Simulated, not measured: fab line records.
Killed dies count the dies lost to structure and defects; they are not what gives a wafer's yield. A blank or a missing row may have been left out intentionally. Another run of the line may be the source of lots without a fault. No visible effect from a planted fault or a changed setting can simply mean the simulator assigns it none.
Which tool is to blame? + flow gf180mcu + 12 lots with 36 wafers sampled at 3 steps, on a route of 602 steps

## WHAT EACH GAUGE READ, for each wafer
GF_M3_RS_MEAS_05: the measuring method here is four-point-probe.
| lot  | measured     | on           | M3_ALCU_RS (ohm/sq)  |
|------|--------------|--------------|----------------------|
| L075 | day 21 22:03 | filmMetro-01 | 0.0692 0.0700 0.0694 |
| L077 | day 22 15:21 | filmMetro-04 | 0.0706 0.0703 0.0703 |
| L079 | day 23 09:47 | filmMetro-04 | 0.0681 0.0681 0.0689 |
| L081 | day 24 02:56 | filmMetro-04 | 0.0685 0.0687 0.0696 |
| L083 | day 24 16:02 | filmMetro-01 | 0.0706 0.0699 0.0700 |
| L085 | day 25 05:25 | filmMetro-01 | 0.0697 0.0703 0.0701 |
| L087 | day 25 16:07 | filmMetro-01 | 0.0692 0.0693 0.0688 |
| L089 | day 26 07:34 | filmMetro-02 | 0.0695 0.0702 0.0701 |
| L091 | day 26 21:53 | filmMetro-04 | 0.0679 0.0681 0.0677 |
| L093 | day 27 05:38 | filmMetro-01 | 0.0699 0.0701 0.0693 |
| L095 | day 27 21:18 | filmMetro-01 | 0.0694 0.0692 0.0698 |
| L097 | day 28 14:44 | filmMetro-01 | 0.0693 0.0690 0.0687 |

## WHICH TOOL RAN EACH LOT (tool, then ch and the chambers of the sampled wafers, then the start)
| lot  | GF_M2_SPUTTER_02            | GF_M3_SPUTTER_01            |
|------|-----------------------------|-----------------------------|
| L075 | pvdSputter-04, day 19 15:36 | pvdSputter-01, day 21 19:46 |
| L077 | pvdSputter-02, day 20 11:26 | pvdSputter-01, day 22 15:14 |
| L079 | pvdSputter-01, day 21 07:46 | pvdSputter-03, day 23 09:37 |
| L081 | pvdSputter-04, day 22 00:34 | pvdSputter-01, day 24 02:49 |
| L083 | pvdSputter-04, day 22 14:31 | pvdSputter-01, day 24 15:54 |
| L085 | pvdSputter-02, day 23 07:30 | pvdSputter-01, day 25 05:17 |
| L087 | pvdSputter-01, day 23 18:07 | pvdSputter-01, day 25 15:59 |
| L089 | pvdSputter-01, day 24 12:14 | pvdSputter-01, day 26 07:26 |
| L091 | pvdSputter-02, day 25 00:34 | pvdSputter-03, day 26 21:46 |
| L093 | pvdSputter-02, day 25 08:50 | pvdSputter-01, day 27 05:31 |
| L095 | pvdSputter-01, day 26 00:54 | pvdSputter-03, day 27 21:11 |
| L097 | pvdSputter-02, day 26 18:21 | pvdSputter-03, day 28 14:34 |
- GF_M2_SPUTTER_02: material AlCu, target thk 450 nm, time 23.45 s.
- GF_M3_SPUTTER_01: material TiN, target thk 30 nm, time 25 s.

## THE ANSWER, worked out from the rows above alone
Rule: usual is defined by the lots themselves. Put in order of their means at a reading, lots are off if they are a third of the lots or fewer, leave a main group of 4 or more, and stand apart from it by a gap of 3 or more times the standard deviation of the main group's means; of several such gaps the widest counts. If all means in a main group match to the digits the tables above print for the reading, that group is not used. Also off: a lot with no number at a reading for which 4 or more lots have one. Where the step has rows for the other lots, those lots are counted as sound.
Nothing can be told from this: no lot is off at any reading shown.

## WHAT THE SIMULATOR PUT IN
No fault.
